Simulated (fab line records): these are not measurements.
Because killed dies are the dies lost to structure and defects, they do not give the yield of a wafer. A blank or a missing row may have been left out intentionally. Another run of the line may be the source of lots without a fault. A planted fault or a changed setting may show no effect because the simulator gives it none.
Struck lot and sound lot, side by side | flow sky130 | 16 steps out of a route of 708
Sound: wafers L535.1, L535.2, L535.4. Wafers L543.2, L543.3, L543.5 were the ones struck. At the end, the cause is stated.
At each step with rows: each side's tool, then ch and its chambers, then its first start. Under that, the readings that differ: sound wafers | struck wafers | difference of the means | sigmas: that difference in standard deviations of wafers without a fault.
alike: words and numbers the same on both sides, and readings whose means are apart by under 2 such deviations; not compared: readings that were withheld, readings missing a value for some wafer, numbers with overlapping values and no deviation given by the record, and bounds like >300 which may hide the same value.
A row with sigmas, a row that says differs or no value, or rows on one side alone: a step with any of these is where the two part. Non-overlapping numbers with no deviation appear without sigmas and do not part them. A reading that every wafer of one side lacks parts them only if that side has two wafers or more.

first, 5 steps without rows for these wafers: SKY_SONOS_TUNNEL_COAT_02 (resist thk 1140 nm); SKY_SONOS_TUNNEL_SOFTBAKE_03 (time 60 s); SKY_SONOS_TUNNEL_EXPOSE_04 (exposes mask TUNM, target cd 410 nm); SKY_SONOS_TUNNEL_PEB_05; SKY_SONOS_TUNNEL_DEVELOP_06 (develop time 60 s).
SKY_SONOS_TUNNEL_CD_MEAS_07 targets a cd of 410 nm.
  struck on cd sem-02, day 16 06:43; sound on cd sem-02, day 13 21:38
  alike: cd nm
SKY_SONOS_TUNNEL_OVL_MEAS_08:
  struck on overlay-02, day 16 06:49; sound on overlay-02, day 13 21:45
  alike: SONOS_TUNNEL_OVL
then, 3 steps without rows for these wafers: SKY_SONOS_TUNNEL_IMPLANT_09; SKY_SONOS_TUNNEL_WET_ETCH_10 (etches SiO2 in dHF, target depth 14 nm, time 280 s); SKY_SONOS_TUNNEL_STRIP_11 (strips in SPM, time 600 s).
SKY_SONOS_TUNNEL_TW_MEAS_12:
  struck on film metro-04, day 16 07:16; sound on film metro-01, day 13 22:12
  alike: SONOS_TUNNEL_TW
then, 1 step without rows for these wafers: SKY_SONOS_TUNNEL_CLEAN_13 (cleans in dHF, time 20 s).
SKY_SONOS_ONO_OXIDATION_00: stabilise 600 s, purge 300 s, target thk 2.6 nm.
  sound on furnace-01 ch 0, day 13 23:19; struck on furnace-01 ch 0, day 16 07:20
  reading                                          | sound                | struck               | difference | sigmas
  spike tc bottom C (C)                            | 821.3 820.2 820.0    | 829.6 832.0 829.7    | +9.9       | +8
  spike tc centre C (C)                            | 801.4 800.4 799.7    | 812.4 811.9 811.0    | +11.3      | +10
  spike tc lower C (C)                             | 801.9 800.0 800.7    | 811.4 810.7 809.7    | +9.7       | +10
  spike tc top C (C)                               | 808.6 811.4 812.0    | 819.3 820.3 820.8    | +9.5       | +10
  spike tc upper C (C)                             | 800.5 800.9 801.9    | 810.3 810.9 809.9    | +9.3       | +10
  tube center temp C (C)                           | 799.95 800.05 799.94 | 810.02 810.11 810.21 | +10.13     | +99 or more
  tube_center_temp_C_max                           | 801.9 802.1 802.6    | 812.0 812.0 812.0    | +9.8       | +31
  zone power top pct (%)                           | 26.17 26.12 26.17    | 26.71 26.94 26.70    | +0.63      | +2
  model.SiO2_of_SONOS_ONO_OXIDATION_00.thk nm (nm) | 2.555 2.567 2.615    | 3.014 2.953 2.993    | +0.408     |
SKY_SONOS_ONO_THK_MEAS_01:
  struck on film metro-04, day 16 08:41; sound on film metro-04, day 14 00:40
  reading                      | sound          | struck         | difference | sigmas
  SONOS_ONO_OXIDATION_THK (nm) | 2.61 2.60 2.62 | 2.94 2.90 3.02 | +0.34      | +7
then, 1 step without rows for these wafers: SKY_SONOS_ONO_CVD_02 (deposits Si3N4 from DCS/NH3, target thk 10.5 nm, time 180 s).
-- the record jumps here: 33 days lie between the struck wafers' starts before and after (it left off in module SONOS_ONO and takes up again in module PAD_OPEN, whose first step shown is number 708 of the route) --
SKY_PAD_OPEN_PROBE_99:
  struck on prober-01, day 49 12:41; sound on prober-01, day 48 02:27
  reading                               | sound                  | struck                 | difference | sigmas
  model.etest.sonos erased.drive ua um  | 201.1 179.4 196.9      | 126.5 164.7 157.2      | -43.0      |
  model.etest.cap ono.gate log10 a cm2  | -7.805 -7.81 -7.833    | -8.648 -8.444 -8.388   | -0.677     |
  model.etest.cap ono.tox acc nm (nm)   | 12.82 12.75 12.79      | 13.42 13.34 13.23      | +0.54      |
  model.etest.sonos erased.vt v (V)     | -2.326 -2.328 -2.325   | -1.756 -1.94 -1.907    | +0.459     |
  model.etest.sonos programmed.vt v (V) | 1.506 1.527 1.502      | 1.297 1.335 1.291      | -0.204     |
  model.etest.sonos baked.vt less v (V) | -0.5587 -0.525 -0.4584 | -0.3907 -0.3784 -0.312 | +0.1537    |
  alike: killed_at_M0_to_M3, killed_at_M4_up, killed at contacts, killed at front end, killed at other, killed dies, killed open, killed short

== WHERE THEY PART ==
First at SKY_SONOS_ONO_OXIDATION_00; last, within this record, at SKY_SONOS_ONO_THK_MEAS_01. Later steps at which nothing parts them and some readings are alike: SKY_PAD_OPEN_PROBE_99.

WHY: the cause the simulator had injected
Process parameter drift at SKY_SONOS_ONO_OXIDATION_00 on furnace-01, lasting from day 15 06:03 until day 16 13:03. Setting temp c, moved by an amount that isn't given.
